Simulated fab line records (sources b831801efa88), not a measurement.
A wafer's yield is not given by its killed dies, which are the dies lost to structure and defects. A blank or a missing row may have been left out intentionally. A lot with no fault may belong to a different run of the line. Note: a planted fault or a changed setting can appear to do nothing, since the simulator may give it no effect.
Comparing a struck lot with a sound one / flow sky130 / 15 out of 708 route steps
Sound: the wafers L310.1, L310.4, L310.5. Struck: wafer L322.5 (L322.4, L322.6, from the same lot, were not struck and are left out); the cause is given at the end.
At each step with rows: each side's tool, then ch and its chambers, then its first start. Under that, the readings that differ: sound wafers / struck wafers / difference of the means / sigmas: that difference in standard deviations of wafers without a fault.
alike: words and numbers the same on both sides, and readings whose means are apart by under 2 such deviations; not compared: readings that were withheld, readings missing a value for some wafer, numbers with overlapping values and no deviation given by the record, and bounds like >300 which may hide the same value.
Wherever a step has rows on one side only, a row that says differs or no value, or a row with sigmas, the two part there. When numbers do not overlap yet have no deviation, they are printed without sigmas and do not part them. A reading that every wafer of one side lacks parts them only if that side has two wafers or more.

SKY_VIA1_BOW_MEAS_03:
  struck on filmMetro-01, day 37 23:07; sound on filmMetro-04, day 34 06:16
  alike: VIA1_BOW
then, 8 steps without rows for these wafers: SKY_VIA1_DEHYDRATE_04 (time 60 s); SKY_VIA1_HMDS_05 (prime time 60 s); SKY_VIA1_COAT_06 (resist thk 60 nm); SKY_VIA1_COAT_07 (resist thk 450 nm); SKY_VIA1_SOFTBAKE_08 (time 90 s); SKY_VIA1_EXPOSE_09 (exposes mask VIM, target cd 150 nm); SKY_VIA1_PEB_10; SKY_VIA1_DEVELOP_11 (develop time 60 s).
SKY_VIA1_CD_MEAS_12: target cd 150 nm.
  struck on cdSem-02, day 39 01:06; sound on cdSem-02, day 35 08:17
reading=cdNm (nm); sound=147.8 149.0 149.4; struck=153.8; difference=+5.1; sigmas=+2
SKY_VIA1_OVL_MEAS_13:
  struck on overlay-01, day 39 01:11; sound on overlay-01, day 35 08:25
  alike: VIA1_OVL
SKY_VIA1_ETCH_14: etches BARC in N2/H2, stops on SiO2, time 45.9 s, target depth 60 nm.
  sound on rieDiel-03 ch 0,2,3, day 35 08:27; struck on rieDiel-01 ch 2, day 39 01:12
  alike: drypumpMotorCurrentA, oesProductAu, rfFwdPowerW, throttleValvePct
  not compared: rfHoursCounterH
SKY_VIA1_ETCH_15: etches SiO2 in C4F8/O2/Ar, stops on TiN, target depth 351 nm, time 54 s.
  sound on rieDiel-03 ch 0,2,3, day 35 08:29; struck on rieDiel-01 ch 2, day 39 01:14
reading=oesProductAu (a.u.); sound=0.988 0.989 0.986; struck=0.948; difference=-0.040; sigmas=-7
reading=rfFwdPowerW (W); sound=1483 1485 1480; struck=1249; difference=-234; sigmas=-40
reading=model.VIA1.featureDepthNm (nm); sound=343.6 342.4 343.5; struck=323.2; difference=-20.0; sigmas=
reading=model.etch.depthNm (nm); sound=343.6 342.4 343.5; struck=323.2; difference=-20.0; sigmas=
reading=model.KrF-thick_of_VIA1_COAT_07.thkNm (nm); sound=321.7 322.1 320.1; struck=327.4; difference=+6.1; sigmas=
  not compared: rfHoursCounterH
SKY_VIA1_STRIP_16: strips in O2/N2.
  sound on plasmaAsher-04 ch 0,1, day 35 08:32; struck on plasmaAsher-02 ch 1, day 39 01:19
reading=stripTimeToEndpointS (s); sound=4.436 4.457 4.439; struck=4.523; difference=+0.079; sigmas=+4
  alike: drypumpMotorCurrentA, oesProductAu
  not compared: rfHoursCounterH
-- the record jumps here: 11 days lie between the struck wafers' starts before and after (it left off in module VIA1 and takes up again in module PAD_OPEN, whose first step shown is number 708 of the route) --
SKY_PAD_OPEN_PROBE_99:
  struck on prober-02, day 49 15:25; sound on prober-02, day 46 20:00
reading=defectLimitedYield (%); sound=80.9 83.5 80.1; struck=85.2; difference=+3.7; sigmas=+2
reading=killedDies; sound=94 81 98; struck=73; difference=-18; sigmas=-2
reading=model.etest.tester.sortNPass; sound=398 411 394; struck=329; difference=-72; sigmas=
reading=model.etest.tester.sortYieldPct (%); sound=80.89 83.54 80.08; struck=66.87; difference=-14.63; sigmas=
reading=model.etest.tester.sort_bin_5_pct (%); sound=11.59 9.959 12.4; struck=27.23; difference=+15.91; sigmas=
reading=model.etest.via1Chain.rcOhm; sound=17.05 17.14 16.41; struck=25.98; difference=+9.11; sigmas=
reading=model.etest.tester.sort_bin_8_pct (%); sound=0 0 0; struck=0.001176; difference=+0.001176; sigmas=
  alike: killed_at_M0_to_M3, killed_at_M4_up, killedAtContacts, killedAtFrontEnd, killedAtOther, killedOpen, killedShort

## WHERE THEY PART
At SKY_VIA1_CD_MEAS_12 first; at SKY_PAD_OPEN_PROBE_99 last (within this record only).

WHY: the cause the simulator had injected
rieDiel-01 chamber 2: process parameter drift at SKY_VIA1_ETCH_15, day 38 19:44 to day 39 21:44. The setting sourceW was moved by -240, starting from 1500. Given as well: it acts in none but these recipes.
